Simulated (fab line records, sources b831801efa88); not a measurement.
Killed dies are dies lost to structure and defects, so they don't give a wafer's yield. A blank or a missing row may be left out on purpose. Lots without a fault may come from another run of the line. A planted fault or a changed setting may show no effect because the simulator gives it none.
Which tool did it? | flow gf180mcu | 13 lots, 39 wafers sampled, at 3 steps of a route of 602

WHAT THE GAUGES READ, wafer by wafer
GF_V5_RS_MEAS_24: measures by four-point-probe.
lot  | measured     | on            | V5_W_RS (ohm/sq)
L816 | day 28 16:22 | film_metro-01 | 0.327 0.324 0.324
L817 | day 29 02:32 | film_metro-01 | 0.326 0.325 0.325
L819 | day 29 08:30 | film_metro-04 | 0.332 0.328 0.333
L821 | day 30 05:45 | film_metro-04 | 0.321 0.319 0.319
L822 | day 30 11:38 | film_metro-01 | 0.324 0.319 0.325
L823 | day 30 17:43 | film_metro-01 | 0.325 0.323 0.323
L825 | day 31 04:29 | film_metro-01 | 0.319 0.320 0.321
L829 | day 32 06:17 | film_metro-01 | 0.317 0.323 0.321
L830 | day 32 09:42 | film_metro-01 | 0.324 0.323 0.325
L831 | day 32 17:17 | film_metro-01 | 0.326 0.323 0.328
L832 | day 33 00:01 | film_metro-01 | 0.324 0.327 0.323
L833 | day 33 02:13 | film_metro-02 | 0.329 0.324 0.323
L836 | day 34 04:06 | film_metro-02 | 0.323 0.324 0.321

GF_TOP_METAL_OVL_MEAS_15.
lot  | measured     | on         | TOP_METAL_OVL (nm)
L816 | day 29 13:28 | overlay-02 | -0.7 -1.5 0.2
L817 | day 29 23:01 | overlay-01 | -1.4 -1.1 -2.4
L819 | day 30 04:29 | overlay-01 | 0.1 -0.2 1.1
L821 | day 31 01:30 | overlay-02 | -1.3 -1.7 -0.9
L822 | day 31 06:43 | overlay-02 | 0.6 -0.1 0.1
L823 | day 31 12:46 | overlay-02 | 1.7 1.9 1.2
L825 | day 31 22:52 | overlay-01 | 1.2 1.7 1.6
L829 | day 32 23:43 | overlay-01 | -0.9 -0.8 -0.9
L830 | day 33 02:49 | overlay-02 | 1.5 0.0 1.9
L831 | day 33 10:10 | overlay-01 | 3.7 3.5 3.9
L832 | day 33 16:58 | overlay-01 | 0.7 1.3 0.3
L833 | day 33 18:34 | overlay-02 | 4.4 4.4 3.4
L836 | day 34 20:04 | overlay-01 | -0.4 0.1 1.1

WHICH TOOL RAN EACH LOT (tool, then ch and the chambers of the sampled wafers, then the start)
lot  | GF_V3_SPUTTER_22
L816 | pvd_sputter-01, day 23 20:43
L817 | pvd_sputter-04, day 24 09:02
L819 | pvd_sputter-01, day 24 14:31
L821 | pvd_sputter-03, day 25 14:29
L822 | pvd_sputter-03, day 25 22:09
L823 | pvd_sputter-03, day 26 05:28
L825 | pvd_sputter-03, day 26 18:11
L829 | pvd_sputter-04, day 28 00:38
L830 | pvd_sputter-04, day 28 05:10
L831 | pvd_sputter-03, day 28 12:52
L832 | pvd_sputter-03, day 28 22:13
L833 | pvd_sputter-03, day 29 00:46
L836 | pvd_sputter-04, day 30 05:15
- GF_V3_SPUTTER_22: material TiN, target thk 10 nm, time 40 s.

WHAT THE TOOLS THEMSELVES READ (means of the sampled wafers that have a number; where no wafer has one, the mark that the record gives instead)
GF_V3_SPUTTER_22.
lot  | tool           | throttle_valve_pct (%)
L816 | pvd_sputter-01 | 30.7
L817 | pvd_sputter-04 | 28.9
L819 | pvd_sputter-01 | 30.8
L821 | pvd_sputter-03 | 29.9
L822 | pvd_sputter-03 | 30.1
L823 | pvd_sputter-03 | 29.5
L825 | pvd_sputter-03 | 30.2
L829 | pvd_sputter-04 | 29.9
L830 | pvd_sputter-04 | 28.9
L831 | pvd_sputter-03 | 30.6
L832 | pvd_sputter-03 | 30.7
L833 | pvd_sputter-03 | 30.1
L836 | pvd_sputter-04 | 29.7

THE ANSWER, worked out from the rows above alone
Rule: what is usual is taken from the lots themselves. Put in order of their means at a reading, lots are off if they are a third of the lots or fewer, leave a main group of 4 or more, and stand apart from it by a gap of 3 or more times the standard deviation of the main group's means; of several such gaps the widest counts. A main group whose means are all the same, to the digits that the tables above print for the reading, isn't used. A lot without any number at a reading at which 4 lots or more have one is off too. The other lots that the step has rows for count as sound. The gauges are gone through in route order, then the tools' own readings, and for those a lot's mean is taken as printed above. The first step at which some lot is off is used, and at that step the reading that is off furthest; a lot without a number counts as furthest.
No lot is off at any reading shown: from this, nothing can be told.

WHAT THE SIMULATOR HAD PUT IN
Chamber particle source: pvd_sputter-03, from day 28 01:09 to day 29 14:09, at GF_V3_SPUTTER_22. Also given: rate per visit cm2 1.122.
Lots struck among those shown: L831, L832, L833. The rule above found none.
